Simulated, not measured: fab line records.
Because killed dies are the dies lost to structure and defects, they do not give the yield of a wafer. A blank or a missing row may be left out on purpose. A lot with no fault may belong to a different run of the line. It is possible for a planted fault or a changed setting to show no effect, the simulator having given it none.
Problem report, 8D (eight disciplines) form, completed by code :: flow sky130 :: the parts of the form that need people (team, actions taken, sign-off) are left out

## 1. WHAT IS WRONG
developer_temp_C at SKY_VIA3_DEVELOP_11 reads a mean of 21.85 C on 9 wafers of 3 lots; wafers without a fault read 21.01 C with a standard deviation of 0.12. Measured from the usual mean, that is +7.0 standard deviations.
The step: develop time 60 s.
Seen first at day 43 14:00 on litho_track-03, wafer L619.1. The record holds 36 wafers of 12 lots with a number at this step. By rule, "out" or "out of limits" means more than 4 standard deviations away from the usual mean. All remaining wafers that have a number are taken as sound.

## 2. WHAT IT IS, WHAT IT ISN'T
question: which readings at this step
is: developer_temp_C
is not: -

question: which lots
is: L619, L620, L622
is not: L605, L606, L607, L608, L617, L618, L621, L623, L626

question: which wafers of those lots
is: all that have a number
is not: -

question: read on which tools
is: litho_track-03
is not: litho_track-01, litho_track-02

question: when
is: from day 43 14:00
is not: up to then (18 sound wafers); but 9 sound wafers of L621, L623, L626 came after

## 3. WHAT RULES OUT EACH SUSPECT
Counting: a tool stays on the suspect list if, at a process step up to the reading, it processed all lots that are out and no sound lot following the first of them.
- litho_track-03 at SKY_VIA3_DEVELOP_11 (develop time 60 s): kept. It ran every lot that is out, first L619 (day 43 14:00), and no sound lot after that; its last sound lot up to then is L617 (day 43 04:00). Its own readings are out on those wafers: developer_temp_C.
The count leaves litho_track-03 at SKY_VIA3_DEVELOP_11.

## 4. THE CAUSE (what the simulator had put in)
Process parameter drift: litho_track-03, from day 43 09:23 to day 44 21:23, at SKY_VIA3_DEVELOP_11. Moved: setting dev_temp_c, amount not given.
The count eliminated every tool but this one.

## 5. THE EFFECT CHAIN, in route order
Rows list readings where the struck wafers' mean (over those with a number) sits beyond 3 standard deviations from the usual. Only readings whose record carries a usual standard deviation are examined. hours: median over the lots of the time between each lot's start at the first step of this table that gives one and its start at this step. sigmas: the change, counted in usual standard deviations.
hours: 0
step: SKY_VIA3_DEVELOP_11
reading: developer_temp_C
usual: 21.01 C
on struck wafers: 21.85
change: +0.84
sigmas: +7.0
It contains these process steps:
- SKY_VIA3_DEVELOP_11: develop time 60 s.

## 6. HOW IT WOULD HAVE BEEN CAUGHT EARLIER
First out-of-limits reading in this record: day 43 14:00, which is 5 hours after fault onset at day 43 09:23.
